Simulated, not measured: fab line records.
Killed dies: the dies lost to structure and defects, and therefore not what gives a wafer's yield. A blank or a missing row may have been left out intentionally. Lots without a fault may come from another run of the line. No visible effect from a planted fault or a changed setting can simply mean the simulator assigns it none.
A single fault, viewed from 2 desks    flow sky130    each desk holds nothing but its own numbers, with what lay behind them at the end

METROLOGY DESK
What the gauges read for every lot (on any tool): the sampled wafers with a number, averaged. Marked OUT: a lot whose mean sits more than 4 standard deviations from the usual mean, which makes it out of limits; the brackets give that distance.
Columns: A = SPACER_CVD_00_THK at SKY_SPACER_THK_MEAS_01, usual 43.0 nm; B = LI_CONTACT_OVL at SKY_LI_CONTACT_OVL_MEAS_13, usual 0 nm; C = CONTACT_CVD_00_THK at SKY_CONTACT_THK_MEAS_01, usual 75.0 nm
lot   first seen here  A                B   C
L340  day 23 08:08     42.7             -4  75.5
L341  day 24 21:05     43.1             -7  73.6
L342  day 24 23:08     43.2             1   74.8
L344  day 25 00:20     43.0             -1  74.9
L345  day 25 00:20     42.6             -3  76.1
L347  day 25 19:28     42.5             11  74.6
L348  day 26 05:04     43.2             5   76.4
L351  day 27 07:22     39.7 (-8.5) OUT  -4  73.8
L360  day 30 04:43     43.4             2   75.1
L361  day 30 09:20     42.9             4   74.8
L362  day 30 15:12     42.1             4   75.1
This desk's result: L351 out of limits, first on L351 (SPACER_CVD_00_THK at SKY_SPACER_THK_MEAS_01), day 27 07:22. L340, L341, L342, L344, L345, L347, L348, L360, L361, L362: within limits.

AT THE TOOL OWNER'S DESK: lpcvd-02
The tool's own readings at SKY_SPACER_CVD_00 (deposits Si3N4 from DCS/NH3, target thk 43.1 nm, time 740 s): means of the sampled wafers that have a number, for each lot that ran on this tool. Marked OUT: a lot whose mean sits more than 4 standard deviations from the usual mean, which makes it out of limits; the brackets give that distance.
Columns: A = spike tc bottom C at SKY_SPACER_CVD_00, usual 785.5 C; B = spike tc top C at SKY_SPACER_CVD_00, usual 782.4 C; C = spike tc upper C at SKY_SPACER_CVD_00, usual 769.5 C
lot   first seen here  A      B      C
L340  day 23 06:19     784.4  781.4  769.7
L341  day 24 19:52     787.3  785.4  770.1
L342  day 24 21:55     784.1  780.7  767.5
L344  day 24 23:07     784.0  781.6  769.8
L345  day 24 23:07     786.7  784.6  771.6
L347  day 25 18:16     784.0  781.0  768.7
L348  day 26 03:52     788.0  784.2  769.8
L351  day 27 06:10     787.3  785.0  771.0
L360  day 30 02:55     786.9  784.8  769.2
L361  day 30 08:06     788.1  784.0  770.7
L362  day 30 14:00     787.7  785.2  770.3
Finding of this desk: none of the 11 lots has anything out of limits.

PUT TOGETHER
Metrology desk: alarm possible at day 27 07:22 on L351.
Nothing out of limits was seen by the tool owner's desk.
The tool owner's desk has L351 on record, within its limits.
SKY_SPACER_CVD_00 was run on lpcvd-02 by each of the lots named.

WHAT THE SIMULATOR HAD INSERTED
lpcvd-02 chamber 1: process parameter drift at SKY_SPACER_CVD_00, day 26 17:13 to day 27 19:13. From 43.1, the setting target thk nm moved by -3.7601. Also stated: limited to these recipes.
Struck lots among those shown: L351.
Hours from the fault's start to each desk's first reading out of limits: the metrology desk, 14.
